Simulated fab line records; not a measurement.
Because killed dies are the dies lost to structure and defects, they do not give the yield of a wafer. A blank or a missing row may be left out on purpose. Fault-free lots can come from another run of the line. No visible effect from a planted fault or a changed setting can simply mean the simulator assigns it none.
What tool caused it? ; flow sky130 ; 11 lots, 33 wafers sampled, at 3 steps of a route of 708

== WHAT THE GAUGES SHOWED, per wafer ==
SKY_LDD_N_TW_MEAS_17.
lot;measured;on;LDD_N_TW
L747;day 17 23:58;film-metro-03;2559 2542 2552
L748;day 18 22:56;film-metro-03;2540 2571 2570
L752;day 20 06:43;film-metro-03;2568 2570 2573
L753;day 20 20:47;film-metro-02;2697 2676 2720
L754;day 21 01:04;film-metro-03;2639 2643 2644
L755;day 21 07:38;film-metro-02;2699 2698 2708
L765;day 24 18:48;film-metro-04;2609 2598 2587
L766;day 24 23:40;film-metro-03;2563 2564 2569
L767;day 25 04:50;film-metro-04;2607 2605 2611
L768;day 25 17:18;film-metro-03;2550 2547 2557
L769;day 26 03:29;film-metro-04;2598 2588 2600

== TOOL THAT RAN EACH LOT (tool first, then ch and the chambers of the sampled wafers, then the start) ==
lot;SKY_LDD_N_IMPLANT_09;SKY_LDD_N_STRIP_16
L747;implanter-03 ch 0, day 17 22:51;plasma-asher-03 ch 0,1, day 17 23:53
L748;implanter-02 ch 0, day 18 21:47;plasma-asher-02 ch 0,1, day 18 22:50
L752;implanter-03 ch 0, day 20 05:35;plasma-asher-03 ch 0,1, day 20 06:36
L753;implanter-03 ch 0, day 20 19:38;plasma-asher-01 ch 0,1, day 20 20:40
L754;implanter-03 ch 0, day 20 23:56;plasma-asher-03 ch 0,1, day 21 00:58
L755;implanter-03 ch 0, day 21 06:31;plasma-asher-03 ch 0,1, day 21 07:33
L765;implanter-03 ch 0, day 24 17:40;plasma-asher-02 ch 0,1, day 24 18:41
L766;implanter-02 ch 0, day 24 22:31;plasma-asher-01 ch 0,1, day 24 23:33
L767;implanter-01 ch 0, day 25 03:41;plasma-asher-02 ch 0,1, day 25 04:43
L768;implanter-03 ch 0, day 25 16:09;plasma-asher-01 ch 0,1, day 25 17:12
L769;implanter-01 ch 0, day 26 02:20;plasma-asher-03 ch 0,1, day 26 03:23
- SKY_LDD_N_IMPLANT_09
- SKY_LDD_N_STRIP_16: strips in O2/N2.

== THE ANSWER, worked out from the rows above alone ==
Rule: the usual values come from the lots themselves. The widest of any qualifying gaps counts: lots, ordered by their means at a reading, are off when they make up no more than a third of the lots, leave a main group of 4 or more, and stand apart from it by 3 or more times the standard deviation of that group's means. A main group is skipped when, at the precision printed for the reading in the tables above, its means are all equal. A lot without any number at a reading at which 4 lots or more have one is off too. Where the step has rows for the other lots, those lots are counted as sound.
Nothing can be told from this: no lot is off at any reading shown.

== WHAT THE SIMULATOR HAD INSERTED ==
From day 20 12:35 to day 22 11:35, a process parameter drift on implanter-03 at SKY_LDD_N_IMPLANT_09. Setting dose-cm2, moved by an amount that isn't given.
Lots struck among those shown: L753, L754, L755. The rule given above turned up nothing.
